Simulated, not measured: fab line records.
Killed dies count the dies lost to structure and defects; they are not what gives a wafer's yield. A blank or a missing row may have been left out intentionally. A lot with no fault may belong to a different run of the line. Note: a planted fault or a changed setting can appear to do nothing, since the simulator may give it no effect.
Which tool did it? | flow sky130 | 11 lots with 33 wafers sampled at 5 steps, on a route of 708 steps

## WHAT THE GAUGES READ, wafer by wafer
Not one reading of a measure or inspect step in the record can be checked against a usual standard deviation.

## WHAT TOOL EACH LOT RAN ON (gives the tool, then ch and the chambers of the sampled wafers, and finally the start)
lot  | SKY_VIA3_ETCH_14                   | SKY_VIA3_SPUTTER_20          | SKY_METAL4_SOFTBAKE_09            | SKY_METAL4_ETCH_16                | SKY_PAD_OPEN_PROBE_99
L708 | rie-diel-03 ch 2,3, day 39 14:37   | pvd-sputter-03, day 39 15:19 | litho-track-03 ch 0, day 41 09:00 | rie-metal-03 ch 0,1, day 41 21:14 | -
L709 | rie-diel-02 ch 1,2,3, day 39 18:18 | pvd-sputter-03, day 39 19:00 | litho-track-04 ch 0, day 41 12:00 | rie-metal-03 ch 0,1, day 41 23:47 | -
L714 | rie-diel-01 ch 0,1,3, day 42 11:21 | pvd-sputter-02, day 42 12:03 | litho-track-03 ch 0, day 43 23:00 | rie-metal-01 ch 0,1, day 44 12:20 | prober-01, day 48 04:09
L715 | rie-diel-01 ch 0,1,3, day 42 15:19 | pvd-sputter-04, day 42 16:01 | litho-track-03 ch 0, day 44 03:00 | rie-metal-04 ch 0,1, day 44 15:23 | -
L722 | rie-diel-02 ch 1,2, day 43 18:01   | pvd-sputter-03, day 43 18:48 | litho-track-01 ch 0, day 45 05:00 | rie-metal-01 ch 0,1, day 45 16:22 | -
L721 | rie-diel-01 ch 2,3, day 43 21:25   | pvd-sputter-03, day 43 22:08 | litho-track-01 ch 0, day 45 08:00 | rie-metal-01 ch 0,1, day 45 19:53 | prober-01, day 49 09:07
L726 | rie-diel-01 ch 1,2, day 44 19:52   | pvd-sputter-04, day 44 20:35 | litho-track-04 ch 0, day 46 05:00 | rie-metal-04 ch 0,1, day 46 16:41 | prober-01, day 50 00:34
L728 | rie-diel-02 ch 1,2,3, day 45 10:13 | pvd-sputter-02, day 45 10:56 | litho-track-04 ch 0, day 46 19:00 | rie-metal-01 ch 0,1, day 47 05:47 | -
L729 | rie-diel-02 ch 1,2,3, day 45 13:46 | pvd-sputter-04, day 45 14:33 | litho-track-01 ch 0, day 46 22:00 | rie-metal-04 ch 0,1, day 47 09:23 | -
L730 | rie-diel-03 ch 1,3, day 45 20:16   | pvd-sputter-03, day 45 21:13 | litho-track-01 ch 0, day 47 05:00 | rie-metal-04 ch 0,1, day 47 15:05 | -
L731 | rie-diel-01 ch 1,2,3, day 45 21:25 | pvd-sputter-02, day 45 22:36 | litho-track-04 ch 0, day 47 06:00 | rie-metal-01 ch 0,1, day 47 16:29 | prober-02, day 50 20:58
- SKY_VIA3_ETCH_14: etches BARC in N2/H2, stops on SiO2, time 45.9 s, target depth 60 nm.
- SKY_VIA3_SPUTTER_20: material TiN, target thk 20 nm, time 80 s.
- SKY_METAL4_SOFTBAKE_09: time 90 s.
- SKY_METAL4_ETCH_16: etches BARC in N2/H2, stops on SiO2, time 88.2 s, target depth 60 nm.
- SKY_PAD_OPEN_PROBE_99

## WHAT THE TOOLS THEMSELVES READ (means of the sampled wafers that have a number; where no wafer has one, the mark that the record gives instead)
SKY_VIA3_ETCH_14. Usual: drypump-motor-current-A 5.5 A, standard deviation 0.38; oes-product-au 0.855 a.u., standard deviation 0.0052; throttle-valve-pct 13.225 %, standard deviation 0.0088.
lot  | tool        | drypump-motor-current-A (A) | oes-product-au (a.u.) | throttle-valve-pct (%) | flag
L708 | rie-diel-03 | 5.6                         | 0.854                 | 13.225                 |
L709 | rie-diel-02 | 5.5                         | 0.851                 | 13.227                 |
L714 | rie-diel-01 | 5.4                         | 0.854                 | 13.223                 |
L715 | rie-diel-01 | 5.4                         | 0.857                 | 13.224                 |
L722 | rie-diel-02 | 5.7                         | 0.855                 | 13.229                 |
L721 | rie-diel-01 | 5.7                         | 0.857                 | 13.220                 |
L726 | rie-diel-01 | 5.5                         | 0.857                 | 13.222                 |
L728 | rie-diel-02 | 5.5                         | 0.857                 | 13.217                 |
L729 | rie-diel-02 | 5.5                         | 0.855                 | 13.219                 |
L730 | rie-diel-03 | 5.5                         | 0.854                 | 13.232                 |
L731 | rie-diel-01 | 5.4                         | 0.853                 | 13.229                 |

SKY_VIA3_SPUTTER_20. Usual: chamber-pressure-pa 5.000 Pa, standard deviation 0.0097; throttle-valve-pct 29.9 %, standard deviation 0.73.
lot  | tool           | chamber-pressure-pa (Pa) | throttle-valve-pct (%) | flag
L708 | pvd-sputter-03 | 5.001                    | 30.1                   |
L709 | pvd-sputter-03 | 5.010                    | 30.3                   |
L714 | pvd-sputter-02 | 5.001                    | 29.3                   |
L715 | pvd-sputter-04 | 5.004                    | 29.6                   |
L722 | pvd-sputter-03 | 5.001                    | 30.1                   |
L721 | pvd-sputter-03 | 5.001                    | 30.0                   |
L726 | pvd-sputter-04 | 4.999                    | 28.9                   |
L728 | pvd-sputter-02 | 4.991                    | 29.8                   |
L729 | pvd-sputter-04 | 5.001                    | 29.9                   |
L730 | pvd-sputter-03 | 5.005                    | 30.1                   |
L731 | pvd-sputter-02 | 4.997                    | 29.7                   |

SKY_METAL4_SOFTBAKE_09. Usual: heater-power-total-W 57.37 W, standard deviation 0.12; plate-temp-C 99.97 C, standard deviation 0.12.
lot  | tool           | heater-power-total-W (W) | plate-temp-C (C) | flag
L708 | litho-track-03 | 57.40                    | 99.89            |
L709 | litho-track-04 | 57.44                    | 99.90            |
L714 | litho-track-03 | 58.32                    | 101.19           | OFF
L715 | litho-track-03 | 58.35                    | 101.11           | OFF
L722 | litho-track-01 | 57.31                    | 99.90            |
L721 | litho-track-01 | 57.46                    | 99.94            |
L726 | litho-track-04 | 57.45                    | 100.04           |
L728 | litho-track-04 | 57.38                    | 100.09           |
L729 | litho-track-01 | 57.30                    | 99.95            |
L730 | litho-track-01 | 57.49                    | 99.96            |
L731 | litho-track-04 | 57.42                    | 99.92            |

SKY_METAL4_ETCH_16. Usual: drypump-motor-current-A 5.72 A, standard deviation 0.23; oes-product-au 0.625 a.u., standard deviation 0.0045; throttle-valve-pct 13.205 %, standard deviation 0.0085.
lot  | tool         | drypump-motor-current-A (A) | oes-product-au (a.u.) | throttle-valve-pct (%) | flag
L708 | rie-metal-03 | 5.35                        | 0.621                 | 13.202                 |
L709 | rie-metal-03 | 5.34                        | 0.624                 | 13.198                 |
L714 | rie-metal-01 | 5.88                        | 0.623                 | 13.207                 |
L715 | rie-metal-04 | 5.90                        | 0.625                 | 13.207                 |
L722 | rie-metal-01 | 5.89                        | 0.619                 | 13.200                 |
L721 | rie-metal-01 | 5.77                        | 0.623                 | 13.201                 |
L726 | rie-metal-04 | 5.84                        | 0.627                 | 13.215                 |
L728 | rie-metal-01 | 5.77                        | 0.629                 | 13.202                 |
L729 | rie-metal-04 | 5.89                        | 0.625                 | 13.207                 |
L730 | rie-metal-04 | 5.87                        | 0.626                 | 13.207                 |
L731 | rie-metal-01 | 5.79                        | 0.628                 | 13.198                 |

SKY_PAD_OPEN_PROBE_99. Usual: defect-limited-yield 82.2 %, standard deviation 1.8; killed_at_M0_to_M3 44, standard deviation 7.1; killed_at_M4_up 3.1, standard deviation 1.9; killed-at-contacts 25, standard deviation 5.8; killed-at-front-end 16, standard deviation 4.5; killed-at-other 0.3, standard deviation 0.52; killed-dies 88, standard deviation 9.1; killed-open 48, standard deviation 6.8; killed-short 39, standard deviation 5.8; sort_bin_3_pad_short 0.9 %, standard deviation 0.4; sort_bin_5_function 10.6 %, standard deviation 1.4; sort_bin_6_memory 6.3 %, standard deviation 1.1; sort-n-pass 404, standard deviation 9.1; sort-yield-pct 82.2 %, standard deviation 1.8.
lot  | tool      | defect-limited-yield (%) | killed_at_M0_to_M3 | killed_at_M4_up | killed-at-contacts | killed-at-front-end | killed-at-other | killed-dies | killed-open | killed-short | sort_bin_3_pad_short (%) | sort_bin_5_function (%) | sort_bin_6_memory (%) | sort-n-pass | sort-yield-pct (%) | flag
L714 | prober-01 | 81.2                     | 47                 | 1.3             | 27                 | 16                  | 0.3             | 92          | 50          | 42           | 1.0                      | 10.7                    | 7.0                   | 400         | 81.2               |
L721 | prober-01 | 82.2                     | 47                 | 4.7             | 23                 | 13                  | 0.0             | 87          | 47          | 40           | 1.1                      | 10.0                    | 6.6                   | 405         | 82.2               |
L726 | prober-01 | 83.3                     | 38                 | 3.0             | 25                 | 16                  | 0.0             | 82          | 45          | 37           | 0.4                      | 10.0                    | 6.3                   | 410         | 83.3               |
L731 | prober-02 | 82.7                     | 44                 | 3.3             | 25                 | 12                  | 1.0             | 85          | 46          | 38           | 1.1                      | 10.2                    | 6.0                   | 407         | 82.7               |

## THE ANSWER, worked out from the rows above alone
Rule: take the mean of a lot's wafers that have a number; if it is more than 3 standard deviations from the usual mean, the lot is off. A lot without any number at a reading at which 4 lots or more have one is off too. Where the step has rows for the other lots, those lots are counted as sound. Order of review: gauges by route order, followed by the tools' own readings, for which a lot's mean as printed above is used. At the first step where some lot is off, the reading lying furthest off is the one used; lots without a number count as furthest.
Off, at SKY_METAL4_SOFTBAKE_09 on plate-temp-C: L714, L715.
If a tool, at that step or one of the process steps before it, ran each lot that is off and ran no sound lot following the first of them, it fits. One fits: litho-track-03 at SKY_METAL4_SOFTBAKE_09. Its last sound lot is L708 (day 41 09:00), its first lot that is off L714 (day 43 23:00): a fault that began between those two fits.
The tool's own readings at SKY_METAL4_SOFTBAKE_09 bear it out: on the lots that are off they differ by more than 5 times the standard deviation of the sound lots' means. heater-power-total-W reads 58.34 W there against 57.41 W on the sound lots; plate-temp-C reads 101.15 C there against 99.95 C on the sound lots.

## WHAT THE SIMULATOR HAD PUT IN
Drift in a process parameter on litho-track-03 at SKY_METAL4_SOFTBAKE_09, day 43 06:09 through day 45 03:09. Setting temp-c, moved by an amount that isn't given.
Lots struck among those shown: L714, L715. Same finding as the rule above.
